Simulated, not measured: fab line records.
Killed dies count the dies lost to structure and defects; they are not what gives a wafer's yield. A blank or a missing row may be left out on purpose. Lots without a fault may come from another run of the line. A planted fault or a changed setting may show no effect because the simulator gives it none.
Split-lot trial | flow sfq-line | on a route of 325 steps: 5 lots, 23 wafers read

== ON THE SPLIT ==
At SFQ_TRILAYER_R5_LITHO_PEB_139 (peb time 60 s), the setting peb-temp-c was moved away from the recipe's 115 C on 6 of the 23 wafers read, by -1.4% to +2.7%. For the rest of the wafers, this setting stayed at what the recipe calls for.

== THE PATH FROM SPLIT TO READING: the file shows 1 step between them ==
- SFQ_TRILAYER_R5_LITHO_DEVELOP_138: time 60 s

== THE READING ==
R5.cd-nm (the simulator's own value, which no gauge read), in nm, at SFQ_TRILAYER_R5_BARC_OPEN_METAL_ETCH_177 (etches BARC in O2, target depth 125 nm, time 41.7 s). The file does not state a usual value for it. Across the 17 wafers here that went through the recipe, the average is 499.5 nm and the standard deviation 0.96 nm.

wafer  | tool, chamber at the split | peb-temp-c as run, C | against the recipe | R5.cd-nm, nm | against lot-mates on the recipe
L076.1 | litho-track-01, 0          | 115                  | recipe             | 500.3        | -
L076.2 | litho-track-01, 0          | 115                  | recipe             | 500.7        | -
L076.3 | litho-track-01, 0          | 115                  | recipe             | 500.4        | -
L076.4 | litho-track-01, 0          | 115                  | recipe             | 499.6        | -
L076.5 | litho-track-01, 0          | 115                  | recipe             | 499.5        | -
L077.1 | litho-track-01, 0          | 118.1                | +2.7%              | 449.3        | -49.7
L077.2 | litho-track-01, 0          | 115                  | recipe             | 498.7        | -
L077.3 | litho-track-01, 0          | 115                  | recipe             | 499.3        | -
L077.4 | litho-track-01, 0          | 118.1                | +2.7%              | 449.7        | -49.3
L077.6 | litho-track-01, 0          | 118.1                | +2.7%              | 448.2        | -50.8
L080.1 | litho-track-03, 0          | 115                  | recipe             | 501          | -
L080.3 | litho-track-03, 0          | 115                  | recipe             | 499.6        | -
L080.6 | litho-track-03, 0          | 115                  | recipe             | 500.9        | -
L083.1 | litho-track-03, 0          | 113.4                | -1.4%              | 530.2        | +30.9
L083.3 | litho-track-03, 0          | 113.4                | -1.4%              | 530.6        | +31.2
L083.4 | litho-track-03, 0          | 113.4                | -1.4%              | 530          | +30.6
L083.5 | litho-track-03, 0          | 115                  | recipe             | 499.6        | -
L083.6 | litho-track-03, 0          | 115                  | recipe             | 499.1        | -
L084.1 | litho-track-03, 0          | 115                  | recipe             | 497.8        | -
L084.2 | litho-track-03, 0          | 115                  | recipe             | 499.3        | -
L084.4 | litho-track-03, 0          | 115                  | recipe             | 499.3        | -
L084.5 | litho-track-03, 0          | 115                  | recipe             | 498.3        | -
L084.6 | litho-track-03, 0          | 115                  | recipe             | 497.7        | -

FIT RESULTS
A straight line over all 23 wafers: R5.cd-nm changes by -19.5 nm for each +1% of peb-temp-c; r = -1.00; the points scatter about the line by 1.7 nm.
The same after taking each lot's own level away (the mean of its wafers on the recipe; 23 wafers): -19.4 nm for each +1%; r = -1.00; scatter 1.6 nm.
On that fit, the largest move of peb-temp-c shifts the reading by 52 nm.
The lots' own levels span 498.48 to 500.50 nm, that is 2.1 times the standard deviation above.
The two slopes agree, so the slope changes little with the lot-to-lot level.
Check: with one of the wafers moved furthest among these (+2.7%) left out of the fit, the line predicts -52.2 nm for it against its lot-mates. Against them it came out at -49.7 nm.

== THE OTHER SPLITS THESE WAFERS WENT THROUGH ==
Other splits were also applied to these wafers ahead of the reading. Each is held against what the fit with the lots' levels taken away leaves over:
other split on the same wafers                    | wafers away from the commonest value | r with R5.cd-nm (lot level and that fit taken away)
SFQ_TRILAYER_I4_VIA_BARC_OPEN_VIA_ETCH_146 time-s | 8                                    | +0.51
SFQ_TRILAYER_JJ_CE_LITHO_COAT_114 resist-thk-nm   | 9                                    | -0.32
SFQ_TRILAYER_M5_ETCH_METAL_ETCH_126 icp-w         | 4                                    | -0.18
SFQ_TRILAYER_R5_LITHO_COAT_136 spin-rpm           | 11                                   | +0.28

== THE FILE'S OWN FIT ==
R5.cd-nm changes by -19.3 nm for each +1% of peb-temp-c, r = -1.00.
